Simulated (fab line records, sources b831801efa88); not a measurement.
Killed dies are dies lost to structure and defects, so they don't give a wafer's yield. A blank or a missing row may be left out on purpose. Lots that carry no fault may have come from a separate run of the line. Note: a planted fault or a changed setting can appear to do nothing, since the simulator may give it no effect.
One fault seen from 2 desks -- flow gf180mcu -- numbers are kept per desk, each desk with only its own; the story behind them comes last

## DESK OF THE TOOL OWNER: rie-diel-03
The tool's own readings at GF_HV_LDD_ETCHBACK_58 (etches Si3N4 in CH3F/O2, stops on SiO2, time 100 s, target depth 90 nm): means of the sampled wafers that have a number, for each lot that ran on this tool. Marked OUT: a lot whose mean sits more than 4 standard deviations from the usual mean, which makes it out of limits; the brackets give that distance.
Columns: A = drypump-motor-current-A at GF_HV_LDD_ETCHBACK_58, usual 5.8 A; B = oes-product-au at GF_HV_LDD_ETCHBACK_58, usual 0.842 a.u.; C = throttle-valve-pct at GF_HV_LDD_ETCHBACK_58, usual 10.561 %
lot,first seen here,A,B,C
L484,day 15 07:32,5.7,0.838,10.555
L494,day 18 08:12,5.5,0.837,10.556
This desk's verdict: no lot among the 2 shows anything out of limits.

## AT THE METROLOGY DESK
Means of the sampled wafers that have a number, per lot and without regard to the tool the lot ran on: this is what the gauges read. Marked OUT: a lot whose mean sits more than 4 standard deviations from the usual mean, which makes it out of limits; the brackets give that distance. Readings shown: 7 of its 12, picked as those furthest out on some lot.
Columns: A = cd-nm at GF_HV_LDD_CD_MEAS_46, usual 400.7 nm; B = HV_LDD_03_OVL at GF_HV_LDD_OVL_MEAS_47, usual -1.1 nm; C = HV_LDD_CVD_54_THK at GF_HV_LDD_THK_MEAS_55, usual 10.03 nm; D = HV_LDD_CVD_56_THK at GF_HV_LDD_THK_MEAS_57, usual 89.9 nm; E = NSD_TW at GF_NSD_TW_MEAS_12, usual 4243; F = cd-nm at GF_PSD_CD_MEAS_07, usual 400.3 nm; G = PSD_OVL at GF_PSD_OVL_MEAS_08, usual -0.6 nm
lot,first seen here,A,B,C,D,E,F,G
L477,day 12 13:21,397.0,-0.8,9.80,90.5,4255,398.0,-0.5
L484,day 15 04:18,402.8,0.9,10.12,89.2,4239,403.8,1.5
L488,day 16 04:06,403.8,-2.5,10.15,88.2,4242,402.8,0.1
L491,day 17 12:51,399.6,-2.7,10.02,89.5,4259,401.2,2.0
L494,day 18 04:52,398.3,-1.7,10.05,89.1,4188,400.3,-0.3
This desk's verdict: no lot among the 5 shows anything out of limits.

## BROUGHT TOGETHER
Nothing out of limits was seen by the tool owner's desk.
The metrology desk saw nothing out of limits.

## WHAT THE SIMULATOR PUT IN
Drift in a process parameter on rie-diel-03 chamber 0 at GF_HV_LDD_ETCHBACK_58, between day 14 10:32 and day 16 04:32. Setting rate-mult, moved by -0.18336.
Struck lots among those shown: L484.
